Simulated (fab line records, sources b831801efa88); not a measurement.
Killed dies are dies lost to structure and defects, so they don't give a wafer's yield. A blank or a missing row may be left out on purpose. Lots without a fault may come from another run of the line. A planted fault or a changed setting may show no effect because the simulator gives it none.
Which tool did it? | flow sky130 | 6 lots, 18 wafers sampled, at 3 steps of a route of 708

WHAT THE GAUGES READ, wafer by wafer
SKY_METAL5_RS_MEAS_05: measures by four-point-probe.
lot  | measured     | on            | METAL5_ALCU_RS (ohm/sq)
L457 | day 45 06:49 | film_metro-01 | 0.0288 0.0288 0.0286
L459 | day 45 12:30 | film_metro-02 | 0.0283 0.0290 0.0291
L461 | day 46 08:38 | film_metro-03 | 0.0286 0.0287 0.0285
L467 | day 47 15:24 | film_metro-01 | 0.0282 0.0286 0.0287
L472 | day 48 11:47 | film_metro-01 | 0.0280 0.0282 0.0281
L475 | day 49 14:27 | film_metro-02 | 0.0282 0.0287 0.0285

WHICH TOOL RAN EACH LOT (tool, then ch and the chambers of the sampled wafers, then the start)
lot  | SKY_VIA2_SPUTTER_20          | SKY_METAL5_SPUTTER_00
L457 | pvd_sputter-03, day 38 18:48 | pvd_sputter-04, day 45 06:40
L459 | pvd_sputter-04, day 39 02:38 | pvd_sputter-01, day 45 12:19
L461 | pvd_sputter-03, day 40 01:56 | pvd_sputter-02, day 46 08:24
L467 | pvd_sputter-03, day 41 12:43 | pvd_sputter-02, day 47 15:13
L472 | pvd_sputter-04, day 42 14:34 | pvd_sputter-02, day 48 11:34
L475 | pvd_sputter-04, day 43 18:34 | pvd_sputter-01, day 49 14:17
- SKY_VIA2_SPUTTER_20: material TiN, target thk 20 nm, time 80 s.
- SKY_METAL5_SPUTTER_00: material Ti, target thk 15 nm, time 10 s.

THE ANSWER, worked out from the rows above alone
Rule: what is usual is taken from the lots themselves. Put in order of their means at a reading, lots are off if they are a third of the lots or fewer, leave a main group of 4 or more, and stand apart from it by a gap of 3 or more times the standard deviation of the main group's means; of several such gaps the widest counts. A main group whose means are all the same, to the digits that the tables above print for the reading, isn't used. A lot without any number at a reading at which 4 lots or more have one is off too. The other lots that the step has rows for count as sound.
No lot is off at any reading shown: from this, nothing can be told.

WHAT THE SIMULATOR HAD PUT IN
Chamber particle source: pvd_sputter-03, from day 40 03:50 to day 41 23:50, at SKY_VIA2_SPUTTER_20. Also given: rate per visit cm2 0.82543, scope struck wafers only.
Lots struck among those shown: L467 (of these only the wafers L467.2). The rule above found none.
